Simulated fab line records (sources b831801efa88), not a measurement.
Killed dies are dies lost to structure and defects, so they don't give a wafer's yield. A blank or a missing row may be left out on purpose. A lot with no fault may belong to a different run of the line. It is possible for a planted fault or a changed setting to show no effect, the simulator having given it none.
A lot that was struck, set against a sound lot	flow sky130	18 steps out of a route of 708
Sound: wafers L503.1, L503.2, L503.4. Wafers L521.1, L521.2, L521.6 were the ones struck. Last of all comes the cause.
Each step with rows lists, per side, the tool, then ch with its chambers, then its first start. Under that, the readings that differ: sound wafers	struck wafers	difference of the means	sigmas: that difference in standard deviations of wafers without a fault.
alike: readings with means less than 2 such deviations apart, plus words and numbers identical on both sides. not compared: withheld readings, readings lacking a value on some wafer, bounds such as >300 that could conceal the same value, and numbers that have no deviation in the record and whose values overlap.
A row with sigmas, a row that says differs or no value, or rows on one side alone: a step with any of these is where the two part. Numbers that don't overlap but have no deviation are shown without sigmas and don't part them. A reading missing from all wafers of one side parts the sides only when that side holds two or more wafers.

SKY_SONOS_ONO_OVL_MEAS_14:
  sound: overlay-01 at day 12 16:55; struck: overlay-02 at day 19 08:16
  alike: SONOS_ONO_OVL
SKY_SONOS_ONO_ETCH_15: etches the open film in CHF3/O2, target depth 19.52 nm, time 7.8 s.
  sound on rieDiel-03 ch 0,1,3, day 12 16:57; struck on rieDiel-03 ch 0,2,3, day 19 08:18
  alike: drypumpMotorCurrentA, oesProductAu, throttleValvePct
  not compared: rfHoursCounterH
then, 1 step without rows for these wafers: SKY_SONOS_ONO_WET_ETCH_16 (etches SiO2 in dHF, target depth 14 nm, time 280 s).
SKY_SONOS_ONO_STRIP_17: strips in O2/N2.
  sound on plasmaAsher-02 ch 0,1, day 12 17:09; struck on plasmaAsher-01 ch 0,1, day 19 08:24
  alike: drypumpMotorCurrentA, o2FlowSccm, oesProductAu, stripTimeToEndpointS
  not compared: rfHoursCounterH
then, 3 steps without rows for these wafers: SKY_SONOS_ONO_WET_ETCH_18 (etches Si3N4 in H3PO4, target depth 15 nm, time 172 s); SKY_GATE_OXIDE_CLEAN_00 (cleans in SC1/SC2, time 150 s); SKY_GATE_OXIDE_OXIDATION_01 (stabilise 600 s, purge 300 s, target thk 10.268 nm).
SKY_GATE_OXIDE_THK_MEAS_02:
  sound: filmMetro-03 at day 12 20:50; struck: filmMetro-04 at day 19 10:05
  alike: GATE_OXIDE_OXIDATION_00_THK
then, 4 steps without rows for these wafers: SKY_GATE_OXIDE_DEHYDRATE_03 (time 60 s); SKY_GATE_OXIDE_HMDS_04 (prime time 60 s); SKY_GATE_OXIDE_COAT_05 (resist thk 1140 nm); SKY_GATE_OXIDE_SOFTBAKE_06 (time 60 s).
SKY_GATE_OXIDE_EXPOSE_07: exposes mask LVOM, target cd 600 nm.
  sound on ilineStepper-02 ch 0, day 13 08:49; struck on ilineStepper-02 ch 0, day 20 01:31
reading	sound	struck	difference	sigmas
model.GATE_OXIDE.overlayXNm (nm)	-1.445 -1.445 -1.445	156.8 156.8 156.8	+158.2	
  alike: mask
then, 2 steps without rows for these wafers: SKY_GATE_OXIDE_PEB_08; SKY_GATE_OXIDE_DEVELOP_09 (develop time 60 s).
SKY_GATE_OXIDE_OVL_MEAS_10:
  sound: overlay-01 at day 13 21:32; struck: overlay-01 at day 20 16:17
reading	sound	struck	difference	sigmas
GATE_OXIDE_OVL (nm)	-2.6 -0.6 -0.3	157.0 157.1 157.6	+158.4	+99 or more
then, 1 step without rows for these wafers: SKY_GATE_OXIDE_IMPLANT_11.
-- a jump in the record: the struck wafers' starts before and after are 30 days apart (it breaks off in module GATE_OXIDE and resumes in module PAD_OPEN, where the first step shown is number 708 of the route) --
SKY_PAD_OPEN_PROBE_99:
  sound: prober-02 at day 45 17:34; struck: prober-02 at day 50 05:51
  alike: killed_at_M0_to_M3, killed_at_M4_up, killedAtContacts, killedAtFrontEnd, killedAtOther, killedDies, killedOpen, killedShort

== WHERE THEY PART ==
Only at SKY_GATE_OXIDE_OVL_MEAS_10, as far as this record shows. Later steps at which nothing parts them and some readings are alike: SKY_PAD_OPEN_PROBE_99.

WHY: what had been put in by the simulator
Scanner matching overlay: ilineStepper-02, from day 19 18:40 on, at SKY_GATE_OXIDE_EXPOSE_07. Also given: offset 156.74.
